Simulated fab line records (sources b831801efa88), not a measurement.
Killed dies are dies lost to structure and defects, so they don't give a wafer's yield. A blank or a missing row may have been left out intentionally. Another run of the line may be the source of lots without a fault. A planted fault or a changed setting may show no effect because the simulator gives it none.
Problem report in the 8D (eight disciplines) form, filled by code / flow sky130 / the parts of the form that need people (team, actions taken, sign-off) are left out

== 1. THE PROBLEM ==
METAL5_ALCU_RS at SKY_METAL5_RS_MEAS_05 reads a mean of 0.0555 ohm/sq on 1 wafer of 1 lot; wafers without a fault read 0.0270 ohm/sq with a standard deviation of 0.00036. That puts it +79 standard deviations away from the usual mean.
The step: measures by four-point-probe.
Earliest sighting: wafer L651.5 on filmMetro-03 at day 47 10:14. Wafers with a number at this step in the record: 27, from 9 lots. Rule for "out" (also "out of limits"): further than 4 standard deviations from the usual mean. All remaining wafers that have a number are taken as sound.

== 2. WHAT IT IS AND WHAT IT IS NOT ==
question=which readings at this step | is=METAL5_ALCU_RS | is not=-
question=which lots | is=L651 | is not=L634, L637, L639, L640, L641, L652, L654, L657
question=which wafers of those lots | is=L651.5 | is not=L651.1, L651.2
question=read on which gauges | is=filmMetro-03 | is not=filmMetro-02, filmMetro-04
question=when | is=from day 47 10:14 | is not=up to then (17 sound wafers); but 9 sound wafers of L652, L654, L657 came after

== 3. WHAT RULES OUT EACH SUSPECT ==
Counting: any tool at a process step up to the reading remains a suspect provided it ran every lot that is out. Sound lots after the first of them don't rule it out here, since some wafers of a struck lot are sound.
- the gauge at SKY_METAL5_RS_MEAS_05 has been ruled out. All the wafers that are out were read on filmMetro-03, but those of them that SKY_METAL5_METAL_ETCH_15 has rows for are out there too, on other tools.
- rieDiel-01 at SKY_METAL4_ETCH_17 (etches SiO2 in C4F8/O2/Ar, stops on TiN, time 3.9 s, target depth 15 nm): kept. It ran the lot that is out, L651 (day 46 10:54); its last sound lot up to then is L637 (day 42 19:22).
- plasmaAsher-04 at SKY_VIA4_STRIP_13 (strips in O2/N2): kept. It ran the lot that is out, L651 (day 47 08:44); its last sound lot up to then is L641 (day 45 02:14).
- pvdSputter-03 at SKY_VIA4_SPUTTER_17 (material TiN, target thk 20 nm, time 80 s): kept. It ran the lot that is out, L651 (day 47 09:22); its last sound lot up to then is L639 (day 44 12:38).
- pvdSputter-04 at SKY_METAL5_SPUTTER_02 (material AlCu, target thk 1150 nm, time 61.2 s): kept. It ran the lot that is out, L651 (day 47 10:07); its last sound lot up to then is L641 (day 45 04:06).
- Within rieDiel-01 at SKY_METAL4_ETCH_17: the wafers that are out ran in chamber 0; their sound lot-mates ran in chambers 1, 2.
Left after counting: rieDiel-01 at SKY_METAL4_ETCH_17, plasmaAsher-04 at SKY_VIA4_STRIP_13, pvdSputter-03 at SKY_VIA4_SPUTTER_17, pvdSputter-04 at SKY_METAL5_SPUTTER_02.

== 4. THE CAUSE (what the simulator had put in) ==
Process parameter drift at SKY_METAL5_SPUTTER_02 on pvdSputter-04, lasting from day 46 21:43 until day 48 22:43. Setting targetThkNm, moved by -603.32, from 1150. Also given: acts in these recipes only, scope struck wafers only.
This tool is one of the 4 suspects left after counting.

== 5. THE EFFECT CHAIN, in route order ==
One row per reading whose mean, taken over the struck wafers that have a number, lies over 3 standard deviations from the usual. Scope: only readings with a usual standard deviation given in the record; hours: median across lots of the time from each lot's start at the first step in this table that gives one to its start at this step; sigmas: change in usual standard deviations.
hours=0; step=SKY_METAL5_RS_MEAS_05; reading=METAL5_ALCU_RS; usual=0.0270 ohm/sq; on struck wafers=0.0555; change=+0.0285; sigmas=+79
hours=4; step=SKY_METAL5_THK_MEAS_06; reading=METAL5_ALCU_THK; usual=1165 nm; on struck wafers=564; change=-601; sigmas=-35
hours=19; step=SKY_METAL5_METAL_ETCH_15; reading=oesProductAu; usual=0.894 a.u.; on struck wafers=0.669; change=-0.225; sigmas=-41
Process steps it contains:
- SKY_METAL5_METAL_ETCH_15: etches the open film in Cl2/BCl3, stops on SiO2, target depth 1260 nm, time 252 s.

== 6. HOW IT WOULD HAVE BEEN CAUGHT EARLIER ==
The first out-of-limits reading at a measuring or inspecting step in this record came at day 47 10:14, 13 hours after the fault's start at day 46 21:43.
Tool readings at SKY_METAL5_SPUTTER_02 with a usual standard deviation given in the record: none out on any struck wafer, hence no alarm at a limit of 4 standard deviations on them.
Lots out: 1; all had begun SKY_METAL5_SPUTTER_02 on pvdSputter-04 by day 47 10:14. Tool hold at that time: it would have spared none of them.
